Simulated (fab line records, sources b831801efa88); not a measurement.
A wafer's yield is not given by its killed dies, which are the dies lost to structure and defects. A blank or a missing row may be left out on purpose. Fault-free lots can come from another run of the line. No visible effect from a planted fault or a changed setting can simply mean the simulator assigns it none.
8D (eight disciplines) problem report, filled in by code	flow sky130	the parts of the form that need people (team, actions taken, sign-off) are left out

## 1. PROBLEM STATEMENT
Mean of killed_at_contacts at SKY_PAD_OPEN_PROBE_99: 74 across 2 wafers in 2 lots; on wafers with no fault it is 25 (standard deviation 5.4). That puts it +9.1 standard deviations away from the usual mean.
First seen on wafer L759.4, day 49 22:26, on prober-01. Wafers with a number at this step in the record: 9, from 3 lots. Rule for "out", or "out of limits": more than 4 standard deviations from the usual mean. The rest of the wafers with a number are treated as sound.

## 2. WHAT IT IS AND WHAT IT IS NOT
question	is	is not
which readings at this step	killed_at_contacts	killed_at_M0_to_M3, killed_at_M4_up, killed_at_other, killed_open, killed_short
which lots	L759, L761	L750
which wafers of those lots	L759.4, L761.1	L759.1, L759.3, L761.4, L761.6
read on which tools	prober-01	prober-02
when	from day 49 22:26	up to then (5 sound wafers); but 2 sound wafers of L761 came after

## 3. SUSPECTS, AND WHAT RULES EACH OUT
Counting: a tool at a process step up to the reading stays a suspect if it ran every lot that is out. Sound lots after the first of them don't rule it out here, since some wafers of a struck lot are sound.
- rie_diel-04 at SKY_CONTACT_ETCH_18 (etches Si3N4 in CHF3/O2, stops on TiN, time 39 s, target depth 75 nm): kept. It ran every lot that is out, first L759 (day 37 01:00); its last sound lot up to then is L750 (day 34 19:00).
- pecvd-03 at SKY_CAP2M_CVD_00 (deposits SiO2, target thk 15.5 nm): kept. It ran every lot that is out, first L759 (day 44 15:29).
- prober-01 at SKY_PAD_OPEN_PROBE_99: kept. It ran every lot that is out, first L759 (day 49 22:17). On those wafers its own readings are out: killed_at_contacts.
- In rie_diel-04 at SKY_CONTACT_ETCH_18, the wafers that are out were processed in chamber 2 and their sound lot-mates in chambers 0, 1.
Left after counting: rie_diel-04 at SKY_CONTACT_ETCH_18, pecvd-03 at SKY_CAP2M_CVD_00, prober-01 at SKY_PAD_OPEN_PROBE_99.

## 4. THE CAUSE (what the simulator had put in)
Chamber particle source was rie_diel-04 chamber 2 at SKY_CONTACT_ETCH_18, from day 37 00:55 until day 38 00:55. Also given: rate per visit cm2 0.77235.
This tool is one of the 3 suspects left after counting.

## 5. THE EFFECT CHAIN, in route order
One row per reading whose mean, taken over the struck wafers that have a number, lies over 3 standard deviations from the usual. Readings are gone through only where the record gives a usual standard deviation; hours: the median, over the lots, of the time from a lot's start at the first step in this table giving one to that lot's start at this step; sigmas: the change measured in usual standard deviations.
hours	step	reading	usual	on struck wafers	change	sigmas
0	SKY_PAD_OPEN_PROBE_99	killed_at_contacts	25	74	+49	+9.1
0	SKY_PAD_OPEN_PROBE_99	killed_dies	85	134	+48	+5.0
Its process steps:
- SKY_PAD_OPEN_PROBE_99

## 6. WHAT WOULD HAVE CAUGHT IT SOONER
In this record no reading fell out of limits until day 49 22:26, 310 hours after the fault had begun at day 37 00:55.
Of the tool readings at SKY_CONTACT_ETCH_18 for which the record gives a usual standard deviation, none was out on any struck wafer, so an alarm limit of 4 standard deviations on them would not have fired.
Lots out: 2; all had begun SKY_CONTACT_ETCH_18 on rie_diel-04 by day 49 22:26. Tool hold at that time: it would have spared none of them.
